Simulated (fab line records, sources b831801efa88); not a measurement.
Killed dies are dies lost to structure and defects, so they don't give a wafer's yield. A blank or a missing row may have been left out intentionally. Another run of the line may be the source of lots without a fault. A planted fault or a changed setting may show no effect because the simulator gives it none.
fab line records	flow sky130
record lots=6	wafers=18	last-day=50
route steps=708 shown LOCAL_INTERCONNECT@388 PAD_OPEN@708
lots that met no fault: taken from a fault-free run of the same line
start-h: start of the lot's first displayed wafer, in hours after the record's first day	wait-h: hours since the lot's step before	" unchanged from the row above	L1.1+2: a row that stands for several wafers	- value missing, or start not given	* or withheld: withheld	< > ~ a bound
route shown NAME@n: a module of which the file shows steps, and the number in the route of the first	usual: mean/standard deviation taken from wafers without a fault	same: alike in all rows	chamber/n: place in a boat	sites: per-site readings	_std_site: their standard deviation	_edge_site: inner sites' mean taken away from outer sites' mean	radius-mm: how far each site lies from the wafer's centre	mask NAME#n: copy n	behind: tool/chamber where the wafer was last shaped	hold: cause of the lot's hold/its duration in hours/its outcome	device: names the non-switching transistor (n, p or np)	end of line: the tests these same wafers got at the end of their route	where a step has no rows: the recipe by itself	killed: not the wafer's yield, but the dies lost to structure and defects at the first sort	map: shows each die of a wafer: x if killed, . if not, _ if none is there
set.NAME: setting as actually run; set.NAME@STEP: the setting as run at that earlier step	model.NAME: the simulator's own value behind a step, which no gauge read
lots seen at some steps along the route; tables by step, rows by wafer
services: the hour from which a tool's chamber was out of use, counted from the record's first day as start-h (under 0 if before that day), plus the number of hours and why
## steps
# step SKY_LOCAL_INTERCONNECT_RS_MEAS_01
# recipe thk-meas-gauge=four-point-probe	reads=TiN_of_LOCAL_INTERCONNECT_SPUTTER_00
# usual LOCAL_INTERCONNECT_TIN_RS=14.11/0.15
lot.wafer	tool	chamber	start-h	wait-h	LOCAL_INTERCONNECT_TIN_RS[ohm/sq]
L871.1	film-metro-03	-	715.46	0.0	14.31
L871.3	"	-	"	"	14.06
L871.4	"	-	"	"	14.16
L879.3	film-metro-03	-	788.30	0.1	14.07
L879.4	"	-	"	"	13.93
L879.6	"	-	"	"	13.99
L883.1	film-metro-03	-	820.06	0.0	13.76
L883.2	"	-	"	"	13.96
L883.4	"	-	"	"	13.88
L887.1	film-metro-01	-	835.28	0.0	13.78
L887.2	"	-	"	"	13.95
L887.4	"	-	"	"	14.08
L888.1	film-metro-03	-	840.61	0.0	14.21
L888.2	"	-	"	"	14.10
L888.5	"	-	"	"	14.09
L890.1	film-metro-04	-	857.36	0.0	14.03
L890.3	"	-	"	"	14.02
L890.6	"	-	"	"	14.29
# step SKY_LOCAL_INTERCONNECT_THK_MEAS_02
# recipe thk-meas-gauge=xrf	reads=TiN_of_LOCAL_INTERCONNECT_SPUTTER_00
# usual LOCAL_INTERCONNECT_TIN_THK=99.2/1.3
lot.wafer	tool	chamber	start-h	wait-h	LOCAL_INTERCONNECT_TIN_THK[nm]
L871.1	film-metro-03	-	715.58	0.1	98.8
L871.3	"	-	"	"	100.9
L871.4	"	-	"	"	99.5
L879.3	film-metro-03	-	788.40	0.1	100.1
L879.4	"	-	"	"	101.2
L879.6	"	-	"	"	100.9
L883.1	film-metro-03	-	820.18	0.1	102.5
L883.2	"	-	"	"	100.9
L883.4	"	-	"	"	101.1
L887.1	film-metro-01	-	835.40	0.1	100.4
L887.2	"	-	"	"	99.1
L887.4	"	-	"	"	99.1
L888.1	film-metro-03	-	840.73	0.1	99.1
L888.2	"	-	"	"	100.2
L888.5	"	-	"	"	100.0
L890.1	film-metro-04	-	857.48	0.1	100.2
L890.3	"	-	"	"	99.0
L890.6	"	-	"	"	98.3
# step SKY_LOCAL_INTERCONNECT_DEHYDRATE_03
# recipe temp-c=200	time-s=60
# step SKY_LOCAL_INTERCONNECT_HMDS_04
# recipe prime-time-s=60	prime-temp-c=120
# step SKY_LOCAL_INTERCONNECT_COAT_05
# recipe resist=BARC	temp-c=withheld	time-s=withheld	spin-rpm=3000	resist-thk-nm=60
# step SKY_LOCAL_INTERCONNECT_COAT_06
# recipe resist=KrF-thick	spin-rpm=3000	resist-thk-nm=450
# step SKY_LOCAL_INTERCONNECT_SOFTBAKE_07
# recipe temp-c=100	time-s=90	resist=KrF-thick
# step SKY_LOCAL_INTERCONNECT_EXPOSE_08
# recipe mask-id=LI1M	na=0.8	source-shape=annular	sigma-inner=0.55	sigma-outer=0.85	target-cd-nm=170	dose-mj=28
# step SKY_LOCAL_INTERCONNECT_PEB_09
# recipe peb-temp-c=withheld	peb-time-s=withheld	resist=KrF-thick
# step SKY_LOCAL_INTERCONNECT_DEVELOP_10
# recipe develop-time-s=60	resist=KrF-thick	dev-temp-c=21
# step SKY_LOCAL_INTERCONNECT_CD_MEAS_11
# recipe target-cd-nm=170
# usual cd-nm=169.6/1.5
lot.wafer	tool	chamber	start-h	wait-h	cd-nm
L871.1	cd-sem-02	-	742.57	-	171.5
L871.3	"	-	"	"	169.8
L871.4	"	-	"	"	171.3
L879.3	cd-sem-02	-	814.31	-	168.1
L879.4	"	-	"	"	170.4
L879.6	"	-	"	"	168.7
L883.1	cd-sem-01	-	846.69	-	170.9
L883.2	"	-	"	"	171.1
L883.4	"	-	"	"	171.8
L887.1	cd-sem-02	-	861.19	-	171.7
L887.2	"	-	"	"	170.3
L887.4	"	-	"	"	170.6
L888.1	cd-sem-01	-	866.84	-	168.7
L888.2	"	-	"	"	169.2
L888.5	"	-	"	"	167.8
L890.1	cd-sem-02	-	883.07	-	166.7
L890.3	"	-	"	"	167.6
L890.6	"	-	"	"	168.5
# step SKY_LOCAL_INTERCONNECT_OVL_MEAS_12
# usual LOCAL_INTERCONNECT_OVL=-3/5
lot.wafer	tool	chamber	start-h	wait-h	LOCAL_INTERCONNECT_OVL[nm]
L871.1	overlay-02	-	742.69	0.1	-10
L871.3	"	-	"	"	-13
L871.4	"	-	"	"	-12
L879.3	overlay-02	-	814.40	0.1	-4
L879.4	"	-	"	"	-5
L879.6	"	-	"	"	-4
L883.1	overlay-01	-	846.81	0.1	2
L883.2	"	-	"	"	-2
L883.4	"	-	"	"	2
L887.1	overlay-02	-	861.31	0.1	-10
L887.2	"	-	"	"	-9
L887.4	"	-	"	"	-8
L888.1	overlay-01	-	866.96	0.1	6
L888.2	"	-	"	"	1
L888.5	"	-	"	"	6
L890.1	overlay-02	-	883.19	0.1	-5
L890.3	"	-	"	"	-2
L890.6	"	-	"	"	1
# step SKY_LOCAL_INTERCONNECT_ETCH_13
# recipe chemistry=N2/H2	target=BARC	ion-energy-ev=200	bias-w=100	pressure-mtorr=30	n2-flow-sccm=100	h2-flow-sccm=200	icp-w=500	stop-on=SiO2	time-s=45.9	target-depth-a=600
# usual drypump-motor-current-A=5.7/0.47	oes-product-au=0.854/0.0047	rf-fwd-power-W=495.2/2	throttle-valve-pct=13.225/0.0094
# same time-s=45.9
lot.wafer	tool	chamber	start-h	wait-h	drypump-motor-current-A	oes-product-au	rf-fwd-power-W	rf-hours-counter-h	throttle-valve-pct	model.KrF-thick_of_LOCAL_INTERCONNECT_COAT_06.thk-nm	model.etch.depth-nm	model.LOCAL_INTERCONNECT.cd-nm
L871.1	rie-metal-03	0	742.73	0.0	5.7	0.854	494.2	2	13.223	390.2	60	172.4
L871.3	"	1	"	"	6.0	0.852	499.3	-	13.220	392	60.01	169.9
L871.4	"	0	"	"	5.6	0.862	495.6	-	13.222	392.1	59.98	171.7
L879.3	rie-metal-03	0	814.45	0.0	5.6	0.861	493.9	-	13.220	390.9	60.21	168.8
L879.4	"	1	"	"	5.9	0.853	499.0	-	13.229	392.6	60.06	171
L879.6	"	0	"	"	5.7	0.847	494.0	-	13.218	389.8	60	169.4
L883.1	rie-metal-01	0	846.84	0.0	6.4	0.854	496.2	7	13.226	394.8	60.04	170.2
L883.2	"	1	"	"	5.2	0.858	492.5	16	13.228	394.4	60.15	171.1
L883.4	"	1	"	"	5.2	0.863	490.6	-	13.232	393	60.41	171.7
L887.1	rie-metal-01	0	861.35	0.0	6.4	0.719	497.0	8	13.223	414.4	42.63	174.9
L887.2	"	1	"	"	5.2	0.719	492.3	17	13.223	413.3	43.03	174.1
L887.4	"	0	"	"	6.4	0.707	497.6	-	13.210	414.4	42.12	173.6
L888.1	rie-metal-03	0	867.00	0.0	5.6	0.847	495.3	6	13.219	390.8	59.79	169.4
L888.2	"	1	"	"	6.0	0.850	495.6	16	13.239	393.7	59.87	170.2
L888.5	"	1	"	"	6.0	0.857	494.2	-	13.217	392.1	59.94	169.4
L890.1	rie-metal-01	0	883.23	0.0	6.4	0.714	497.0	8	13.207	413.5	42.74	169.9
L890.3	"	1	"	"	5.2	0.723	495.6	-	13.205	412	44.11	171.4
L890.6	"	0	"	"	6.4	0.726	493.1	-	13.217	412.2	42.97	171.8
# step SKY_LOCAL_INTERCONNECT_METAL_ETCH_14
# recipe target-depth-nm=110	stop-on=PSG	chemistry=Cl2/BCl3	target=TiN	resist-sidewall-deg=88	pressure-mtorr=10	icp-w=900	bias-w=48.5	Cl2_flow_sccm=60	bcl3-flow-sccm=30	time-s=31.4
# usual drypump-motor-current-A=5.7/0.47	mfc-cl2-sccm=60.01/0.19	oes-product-au=0.942/0.0077	rf-fwd-power-W=889/3.9	throttle-valve-pct=21.900/0.01
# same time-s=31.4
lot.wafer	tool	chamber	start-h	wait-h	drypump-motor-current-A	mfc-cl2-sccm	oes-product-au	rf-fwd-power-W	rf-hours-counter-h	throttle-valve-pct	model.KrF-thick_of_LOCAL_INTERCONNECT_COAT_06.thk-nm	model.LOCAL_INTERCONNECT.cd-nm
L871.1	rie-metal-03	0	742.79	0.0	5.6	60.12	0.931	884	2	21.906	345.3	172.7
L871.3	"	1	"	"	5.9	59.92	0.947	894	-	21.901	348.4	169.4
L871.4	"	0	"	"	5.6	60.22	0.931	885	-	21.901	347.2	171.8
L879.3	rie-metal-03	0	814.51	0.0	5.6	60.19	0.948	885	-	21.912	346.4	168.6
L879.4	"	1	"	"	6.0	60.05	0.950	892	-	21.902	348.5	170.1
L879.6	"	0	"	"	5.6	60.03	0.944	890	-	21.889	344.9	169.3
L883.1	rie-metal-01	0	846.91	0.0	6.4	59.91	0.958	888	7	21.888	351.9	170.1
L883.2	"	1	"	"	5.2	60.34	0.950	893	16	21.903	350.1	171
L883.4	"	1	"	"	5.2	60.19	0.955	892	-	21.887	348.9	171.6
L887.1	rie-metal-01	0	861.41	0.0	6.4	60.22	0.378	889	8	22.264	371.7	174.1
L887.2	"	1	"	"	5.2	59.74	0.366	886	17	22.255	369.4	173.8
L887.4	"	0	"	"	6.4	59.92	0.376	889	-	22.282	371.8	173
L888.1	rie-metal-03	0	867.06	0.0	5.6	59.87	0.933	888	6	21.894	345.9	169.8
L888.2	"	1	"	"	6.0	59.85	0.936	893	16	21.915	349.5	169.3
L888.5	"	1	"	"	5.9	60.21	0.940	893	-	21.896	347.7	168.2
L890.1	rie-metal-01	0	883.29	0.0	6.4	60.54	0.371	892	8	22.254	370.7	169.5
L890.3	"	1	"	"	5.2	60.13	0.376	890	-	22.258	367.9	171.6
L890.6	"	0	"	"	6.4	60.46	0.378	889	-	22.253	368.9	171.8
# step SKY_LOCAL_INTERCONNECT_STRIP_15
# recipe chemistry=O2/N2	power-w=1400	pressure-mtorr=1500	platen-temp-c=withheld	o2-flow-sccm=3000	n2-flow-sccm=300	overash-fraction=0.459
# usual drypump-motor-current-A=5.5/0.43	oes-product-au=0.428/0.0044	strip-time-to-endpoint-s=4.722/0.025
lot.wafer	tool	chamber	start-h	wait-h	drypump-motor-current-A	oes-product-au	rf-hours-counter-h	strip-time-to-endpoint-s
L871.1	plasma-asher-04	1	742.84	0.0	5.5	0.432	0	4.701
L871.3	"	1	"	"	5.5	0.422	-	4.715
L871.4	"	0	"	"	6.2	0.427	-	4.728
L879.3	plasma-asher-02	0	814.58	0.1	5.1	0.423	-	4.706
L879.4	"	1	"	"	5.2	0.434	-	4.701
L879.6	"	0	"	"	5.2	0.427	-	4.676
L883.1	plasma-asher-04	1	846.96	0.0	5.5	0.437	10	4.760
L883.2	"	0	"	"	6.2	0.434	10	4.738
L883.4	"	1	"	"	5.5	0.425	-	4.732
L887.1	plasma-asher-02	0	861.46	0.0	5.1	0.438	106	4.976
L887.2	"	1	"	"	5.2	0.439	106	4.940
L887.4	"	0	"	"	5.1	0.438	-	4.968
L888.1	plasma-asher-04	1	867.11	0.0	5.6	0.422	12	4.694
L888.2	"	0	"	"	6.2	0.434	12	4.735
L888.5	"	0	"	"	6.2	0.431	-	4.713
L890.1	plasma-asher-01	0	883.34	0.0	5.4	0.429	76	4.961
L890.3	"	1	"	"	6.2	0.450	-	4.913
L890.6	"	0	"	"	5.4	0.429	-	4.936
# step SKY_LOCAL_INTERCONNECT_STRIP_16
# recipe chemistry=post-etch-residue-remover	time-s=1200	temp-c=72.5
# step SKY_PAD_OPEN_PROBE_99
# usual killed_at_M0_to_M3=43/7.7	killed_at_M4_up=3.4/1.9	killed-at-contacts=25/5.6	killed-at-front-end=14/4.3	killed-at-other=0.2/0.5	killed-dies=86/10	killed-on-rim=17/4.1	killed-open=47/7.2	killed-short=39/6.7
# same gross-dies=492	killed-at-back-side=0
lot.wafer	tool	chamber	start-h	wait-h	killed_at_M0_to_M3	killed_at_M4_up	killed-at-contacts	killed-at-front-end	killed-at-other	killed-dies	killed-on-rim	killed-open	killed-short
L879.3	prober-02	-	1154.49	0.2	30	3	24	19	0	76	14	41	35
L879.4	prober-02	-	1154.54	0.2	41	0	18	14	0	73	6	38	35
L879.6	prober-02	-	1154.64	0.2	52	3	28	12	0	95	19	50	45
L887.1	prober-02	-	1189.35	0.1	50	5	425	12	0	492	96	47	48
L887.2	prober-02	-	1189.40	0.1	45	2	434	11	0	492	96	46	41
L887.4	prober-02	-	1189.50	0.2	48	5	430	8	1	492	96	46	42
L890.1	prober-01	-	1203.95	0.1	51	6	428	7	0	492	96	49	41
L890.3	prober-01	-	1204.05	0.2	40	2	435	15	0	492	96	37	41
L890.6	prober-01	-	1204.20	0.2	48	1	428	15	0	492	96	60	38
# killed by level:class
L879.3 CONTACT:geometric-particle:open=9 CONTACT:geometric-particle:short=7 LI_CONTACT:geometric-particle:open=6 POLY_GATE:geometric-particle:short=5 VIA1:geometric-particle:open=5 POLY_GATE:geometric-particle:open=4 VIA2:geometric-particle:open=4 METAL3:geometric-particle:short=4
L879.4 CONTACT:geometric-particle:open=10 VIA1:geometric-particle:open=10 METAL2:geometric-particle:short=7 VIA1:geometric-particle:short=6 FIELD_ISO:geometric-particle:short=5 VIA3:geometric-particle:open=5 METAL1:geometric-particle:short=4 FIELD_ISO:geometric-particle:open=3
L879.6 VIA1:geometric-particle:short=11 VIA1:geometric-particle:open=10 LI_CONTACT:geometric-particle:open=10 CONTACT:geometric-particle:short=7 CONTACT:geometric-particle:open=6 VIA3:geometric-particle:open=6 VIA2:geometric-particle:open=6 VIA3:geometric-particle:short=4
L887.1 LOCAL_INTERCONNECT:area-etch=397 VIA1:geometric-particle:open=12 CONTACT:geometric-particle:open=12 CONTACT:geometric-particle:short=9 VIA1:geometric-particle:short=8 VIA2:geometric-particle:short=8 METAL2:geometric-particle:short=6 FIELD_ISO:geometric-particle:open=5
L887.2 LOCAL_INTERCONNECT:area-etch=405 VIA1:geometric-particle:open=11 CONTACT:geometric-particle:open=10 LI_CONTACT:geometric-particle:open=8 VIA2:geometric-particle:open=7 METAL2:geometric-particle:short=6 VIA2:geometric-particle:short=6 LOCAL_INTERCONNECT:geometric-particle:short=5
L887.4 LOCAL_INTERCONNECT:area-etch=404 VIA1:geometric-particle:open=10 CONTACT:geometric-particle:open=9 CONTACT:geometric-particle:short=8 VIA2:geometric-particle:open=8 VIA3:geometric-particle:open=7 VIA1:geometric-particle:short=5 VIA2:geometric-particle:short=4
L890.1 LOCAL_INTERCONNECT:area-etch=402 VIA3:geometric-particle:open=11 VIA1:geometric-particle:open=9 CONTACT:geometric-particle:open=7 LI_CONTACT:geometric-particle:open=6 METAL2:geometric-particle:short=6 LOCAL_INTERCONNECT:geometric-particle:short=5 VIA3:geometric-particle:short=5
L890.3 LOCAL_INTERCONNECT:area-etch=414 VIA1:geometric-particle:open=7 FIELD_ISO:geometric-particle:open=6 METAL2:geometric-particle:short=6 CONTACT:geometric-particle:open=5 VIA3:geometric-particle:open=5 LI_CONTACT:geometric-particle:open=5 FIELD_ISO:geometric-particle:short=4
L890.6 LOCAL_INTERCONNECT:area-etch=394 CONTACT:geometric-particle:open=14 VIA1:geometric-particle:open=13 LI_CONTACT:geometric-particle:open=9 VIA3:geometric-particle:open=7 FIELD_ISO:geometric-particle:open=6 VIA1:geometric-particle:short=6 VIA2:geometric-particle:open=5
# map L887.1 (x killed, . not)
__________xxxxxxxxxx_________
________xxxxxxxxxxxxxx_______
______xxxxxxxxxxxxxxxxxx_____
_____xxxxxxxxxxxxxxxxxxxx____
____xxxxxxxxxxxxxxxxxxxxxx___
___xxxxxxxxxxxxxxxxxxxxxxxx__
__xxxxxxxxxxxxxxxxxxxxxxxxxx_
_xxxxxxxxxxxxxxxxxxxxxxxxxxxx
_xxxxxxxxxxxxxxxxxxxxxxxxxxxx
_xxxxxxxxxxxxxxxxxxxxxxxxxxxx
_xxxxxxxxxxxxxxxxxxxxxxxxxxxx
_xxxxxxxxxxxxxxxxxxxxxxxxxxxx
_xxxxxxxxxxxxxxxxxxxxxxxxxxxx
_xxxxxxxxxxxxxxxxxxxxxxxxxxxx
_xxxxxxxxxxxxxxxxxxxxxxxxxxxx
__xxxxxxxxxxxxxxxxxxxxxxxxxx_
___xxxxxxxxxxxxxxxxxxxxxxxx__
____xxxxxxxxxxxxxxxxxxxxxx___
_____xxxxxxxxxxxxxxxxxxxx____
______xxxxxxxxxxxxxxxxxx_____
________xxxxxxxxxxxxxx_______
__________xxxxxxxxxx_________
# map L890.1 (x killed, . not)
__________xxxxxxxxxx_________
________xxxxxxxxxxxxxx_______
______xxxxxxxxxxxxxxxxxx_____
_____xxxxxxxxxxxxxxxxxxxx____
____xxxxxxxxxxxxxxxxxxxxxx___
___xxxxxxxxxxxxxxxxxxxxxxxx__
__xxxxxxxxxxxxxxxxxxxxxxxxxx_
_xxxxxxxxxxxxxxxxxxxxxxxxxxxx
_xxxxxxxxxxxxxxxxxxxxxxxxxxxx
_xxxxxxxxxxxxxxxxxxxxxxxxxxxx
_xxxxxxxxxxxxxxxxxxxxxxxxxxxx
_xxxxxxxxxxxxxxxxxxxxxxxxxxxx
_xxxxxxxxxxxxxxxxxxxxxxxxxxxx
_xxxxxxxxxxxxxxxxxxxxxxxxxxxx
_xxxxxxxxxxxxxxxxxxxxxxxxxxxx
__xxxxxxxxxxxxxxxxxxxxxxxxxx_
___xxxxxxxxxxxxxxxxxxxxxxxx__
____xxxxxxxxxxxxxxxxxxxxxx___
_____xxxxxxxxxxxxxxxxxxxx____
______xxxxxxxxxxxxxxxxxx_____
________xxxxxxxxxxxxxx_______
__________xxxxxxxxxx_________
## services
tool	chamber	start-h	hours	kind
rie-metal-03	1	723.88	4.8	repair
plasma-asher-04	-	733.75	9.0	pm
plasma-asher-04	0	733.75	9.0	vent-cycle
plasma-asher-04	1	733.75	9.0	vent-cycle
plasma-asher-04	0	742.75	-	clean
plasma-asher-04	1	742.75	-	clean
plasma-asher-02	-	783.75	1.5	repair
rie-metal-03	-	784.67	0.2	repair
plasma-asher-01	-	811.63	5.2	repair
plasma-asher-01	-	813.31	1.7	repair
plasma-asher-04	-	855.27	1.1	repair
## key
first-sign step=SKY_LOCAL_INTERCONNECT_ETCH_13	reading=oes-product-au	direction=down	sigmas=29	usual=0.854	struck=0.718
effect step=SKY_LOCAL_INTERCONNECT_METAL_ETCH_14	reading=oes-product-au	direction=down	sigmas=74	usual=0.942	struck=0.374
effect step=SKY_LOCAL_INTERCONNECT_STRIP_15	reading=strip-time-to-endpoint-s	direction=up	sigmas=9.1	usual=*	struck=*
effect step=SKY_PAD_OPEN_PROBE_99	reading=killed-at-contacts	direction=up	sigmas=72	usual=25	struck=430
model-effect step=SKY_LOCAL_INTERCONNECT_ETCH_13	value=KrF-thick_of_LOCAL_INTERCONNECT_COAT_06.thk-nm	without=394.4	struck=413.3
model-effect step=SKY_LOCAL_INTERCONNECT_METAL_ETCH_14	value=KrF-thick_of_LOCAL_INTERCONNECT_COAT_06.thk-nm	without=351.2	struck=370.1
more-kills-born-at SKY_LOCAL_INTERCONNECT_ETCH_13@rie-metal-01=2416
met-at SKY_LOCAL_INTERCONNECT_ETCH_13
struck-wafers L887.1,L887.2,L887.4,L890.1,L890.3,L890.6
later-rows-left-out L887.1,L887.2,L887.4,L890.1,L890.3,L890.6
tester-left-out L887,L890
onset-between 846.84 861.35
fault kind=process-parameter-drift	tool=rie-metal-01	chamber=-	onset-h=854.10	steps=SKY_LOCAL_INTERCONNECT_ETCH_13	channel=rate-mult	offset=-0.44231	shape=step	end-h=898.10
# tester-left-out: of these lots the tester's yield and bins aren't shown, on N5 and GAA mostly nor the transistor test; their killed dies are dies lost to structure and defects alone, not to doping, threshold or leakage, so they don't give the yield
# later-rows-left-out: the simulator's readings of these wafers behind a module that went badly wrong aren't trusted and aren't shown, but for the sort
